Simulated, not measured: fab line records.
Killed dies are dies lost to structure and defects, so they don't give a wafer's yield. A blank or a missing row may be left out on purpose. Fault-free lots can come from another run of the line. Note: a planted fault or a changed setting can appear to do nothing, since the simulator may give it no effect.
What tool caused it? + flow sky130 + 72 wafers from 24 lots sampled at 3 of the route's 708 steps

== WHAT THE GAUGES READ, wafer by wafer ==
SKY_VIA2_CD_MEAS_12: the cd target is 200 nm. Usual: cd_nm reads 200.0 nm (standard deviation 1.5).
| lot  | measured     | on        | cd_nm (nm)        | flag |
|------|--------------|-----------|-------------------|------|
| L075 | day 36 16:05 | cd_sem-02 | 199.1 198.4 199.2 |      |
| L074 | day 36 17:11 | cd_sem-01 | 199.3 198.4 199.4 |      |
| L077 | day 37 06:10 | cd_sem-02 | 198.3 200.4 199.2 |      |
| L076 | day 37 06:47 | cd_sem-01 | 198.3 199.9 200.4 |      |
| L078 | day 37 14:11 | cd_sem-01 | 199.6 200.4 202.3 |      |
| L079 | day 38 06:38 | cd_sem-02 | 199.2 198.9 198.6 |      |
| L081 | day 38 12:07 | cd_sem-01 | 198.0 199.6 199.9 |      |
| L080 | day 38 14:49 | cd_sem-02 | 199.9 199.3 200.5 |      |
| L082 | day 38 20:36 | cd_sem-02 | 198.4 199.6 197.4 |      |
| L083 | day 39 05:08 | cd_sem-01 | 199.0 199.2 198.4 |      |
| L084 | day 39 11:25 | cd_sem-01 | 202.4 202.8 201.6 |      |
| L085 | day 39 13:03 | cd_sem-01 | 198.4 198.5 198.9 |      |
| L086 | day 40 02:22 | cd_sem-01 | 202.5 201.5 202.8 |      |
| L087 | day 40 10:26 | cd_sem-01 | 200.5 200.5 199.2 |      |
| L088 | day 40 21:32 | cd_sem-01 | 197.8 199.5 200.1 |      |
| L089 | day 40 23:31 | cd_sem-02 | 202.5 201.3 201.3 |      |
| L090 | day 41 06:40 | cd_sem-01 | 199.9 200.4 199.2 |      |
| L091 | day 41 10:34 | cd_sem-02 | 199.0 199.0 197.8 |      |
| L092 | day 41 12:11 | cd_sem-01 | 202.5 202.0 202.6 |      |
| L093 | day 41 21:23 | cd_sem-01 | 198.0 198.7 198.1 |      |
| L094 | day 41 23:17 | cd_sem-01 | 201.2 203.0 201.5 |      |
| L095 | day 42 04:10 | cd_sem-01 | 202.2 201.2 204.1 |      |
| L096 | day 42 10:01 | cd_sem-02 | 200.8 199.4 201.8 |      |
| L097 | day 42 21:05 | cd_sem-02 | 198.2 199.2 199.2 |      |

== EACH LOT AND THE TOOL THAT RAN IT (in order: tool; ch and the chambers of the sampled wafers; start) ==
| lot  | SKY_METAL1_SPUTTER_03        | SKY_METAL2_SPUTTER_00        |
|------|------------------------------|------------------------------|
| L075 | pvd_sputter-01, day 32 03:20 | pvd_sputter-01, day 34 11:01 |
| L074 | pvd_sputter-04, day 32 05:04 | pvd_sputter-04, day 34 12:25 |
| L077 | pvd_sputter-02, day 32 15:56 | pvd_sputter-04, day 35 00:59 |
| L076 | pvd_sputter-01, day 32 18:08 | pvd_sputter-04, day 35 02:07 |
| L078 | pvd_sputter-04, day 33 01:25 | pvd_sputter-04, day 35 09:14 |
| L079 | pvd_sputter-02, day 33 18:13 | pvd_sputter-01, day 36 01:20 |
| L081 | pvd_sputter-04, day 34 00:02 | pvd_sputter-03, day 36 06:50 |
| L080 | pvd_sputter-01, day 34 03:58 | pvd_sputter-03, day 36 09:40 |
| L082 | pvd_sputter-01, day 34 09:01 | pvd_sputter-04, day 36 15:25 |
| L083 | pvd_sputter-02, day 34 18:33 | pvd_sputter-03, day 37 01:02 |
| L084 | pvd_sputter-02, day 35 00:46 | pvd_sputter-01, day 37 06:59 |
| L085 | pvd_sputter-01, day 35 04:27 | pvd_sputter-04, day 37 10:11 |
| L086 | pvd_sputter-01, day 35 16:12 | pvd_sputter-04, day 37 22:41 |
| L087 | pvd_sputter-04, day 36 00:51 | pvd_sputter-04, day 38 07:13 |
| L088 | pvd_sputter-02, day 36 12:56 | pvd_sputter-04, day 38 19:16 |
| L089 | pvd_sputter-01, day 36 14:34 | pvd_sputter-03, day 38 20:50 |
| L090 | pvd_sputter-01, day 36 20:51 | pvd_sputter-03, day 39 03:45 |
| L091 | pvd_sputter-02, day 37 02:44 | pvd_sputter-03, day 39 08:39 |
| L092 | pvd_sputter-04, day 37 03:02 | pvd_sputter-04, day 39 08:58 |
| L093 | pvd_sputter-04, day 37 13:08 | pvd_sputter-04, day 39 18:29 |
| L094 | pvd_sputter-02, day 37 18:03 | pvd_sputter-01, day 39 21:32 |
| L095 | pvd_sputter-01, day 37 21:35 | pvd_sputter-03, day 40 02:04 |
| L096 | pvd_sputter-01, day 38 03:47 | pvd_sputter-03, day 40 08:16 |
| L097 | pvd_sputter-01, day 38 15:14 | pvd_sputter-03, day 40 19:26 |
- SKY_METAL1_SPUTTER_03: material Ti, target thk 5 nm, time 3.3 s.
- SKY_METAL2_SPUTTER_00: material Ti, target thk 15 nm, time 10 s.

== WHAT THE TOOLS THEMSELVES READ (means of the sampled wafers that have a number; where no wafer has one, the mark that the record gives instead) ==
SKY_METAL1_SPUTTER_03. Usual: throttle_valve_pct reads 30.0 % (standard deviation 1).
| lot  | tool           | throttle_valve_pct (%) | flag |
|------|----------------|------------------------|------|
| L075 | pvd_sputter-01 | 29.4                   |      |
| L074 | pvd_sputter-04 | 31.3                   |      |
| L077 | pvd_sputter-02 | 30.0                   |      |
| L076 | pvd_sputter-01 | 29.6                   |      |
| L078 | pvd_sputter-04 | 30.3                   |      |
| L079 | pvd_sputter-02 | 29.3                   |      |
| L081 | pvd_sputter-04 | 31.0                   |      |
| L080 | pvd_sputter-01 | 29.7                   |      |
| L082 | pvd_sputter-01 | 29.2                   |      |
| L083 | pvd_sputter-02 | 30.1                   |      |
| L084 | pvd_sputter-02 | 28.8                   |      |
| L085 | pvd_sputter-01 | 29.6                   |      |
| L086 | pvd_sputter-01 | 29.7                   |      |
| L087 | pvd_sputter-04 | 31.2                   |      |
| L088 | pvd_sputter-02 | 30.2                   |      |
| L089 | pvd_sputter-01 | 30.1                   |      |
| L090 | pvd_sputter-01 | 29.7                   |      |
| L091 | pvd_sputter-02 | 30.0                   |      |
| L092 | pvd_sputter-04 | 30.8                   |      |
| L093 | pvd_sputter-04 | 31.0                   |      |
| L094 | pvd_sputter-02 | 30.3                   |      |
| L095 | pvd_sputter-01 | 29.8                   |      |
| L096 | pvd_sputter-01 | 29.6                   |      |
| L097 | pvd_sputter-01 | 29.8                   |      |

SKY_METAL2_SPUTTER_00. Usual: throttle_valve_pct reads 30.5 % (standard deviation 1).
| lot  | tool           | throttle_valve_pct (%) | flag |
|------|----------------|------------------------|------|
| L075 | pvd_sputter-01 | 29.6                   |      |
| L074 | pvd_sputter-04 | 31.5                   |      |
| L077 | pvd_sputter-04 | 30.8                   |      |
| L076 | pvd_sputter-04 | 31.3                   |      |
| L078 | pvd_sputter-04 | 30.6                   |      |
| L079 | pvd_sputter-01 | 29.9                   |      |
| L081 | pvd_sputter-03 | 29.9                   |      |
| L080 | pvd_sputter-03 | 29.0                   |      |
| L082 | pvd_sputter-04 | 31.4                   |      |
| L083 | pvd_sputter-03 | 29.0                   |      |
| L084 | pvd_sputter-01 | 29.7                   |      |
| L085 | pvd_sputter-04 | 30.9                   |      |
| L086 | pvd_sputter-04 | 31.6                   |      |
| L087 | pvd_sputter-04 | 31.3                   |      |
| L088 | pvd_sputter-04 | 31.2                   |      |
| L089 | pvd_sputter-03 | 30.6                   |      |
| L090 | pvd_sputter-03 | 29.9                   |      |
| L091 | pvd_sputter-03 | 29.9                   |      |
| L092 | pvd_sputter-04 | 31.6                   |      |
| L093 | pvd_sputter-04 | 30.8                   |      |
| L094 | pvd_sputter-01 | 29.6                   |      |
| L095 | pvd_sputter-03 | 30.2                   |      |
| L096 | pvd_sputter-03 | 30.7                   |      |
| L097 | pvd_sputter-03 | 29.7                   |      |

== THE ANSWER, worked out from the rows above alone ==
Rule: lot off if the mean of its wafers having a number is beyond 3 standard deviations from the usual mean. A lot without any number at a reading at which 4 lots or more have one is off too. Where the step has rows for the other lots, those lots are counted as sound. Order of review: gauges by route order, followed by the tools' own readings, for which a lot's mean as printed above is used. At the first step where some lot is off, the reading lying furthest off is the one used; lots without a number count as furthest.
No lot is off at any reading shown: from this, nothing can be told.

== WHAT THE SIMULATOR HAD PUT IN ==
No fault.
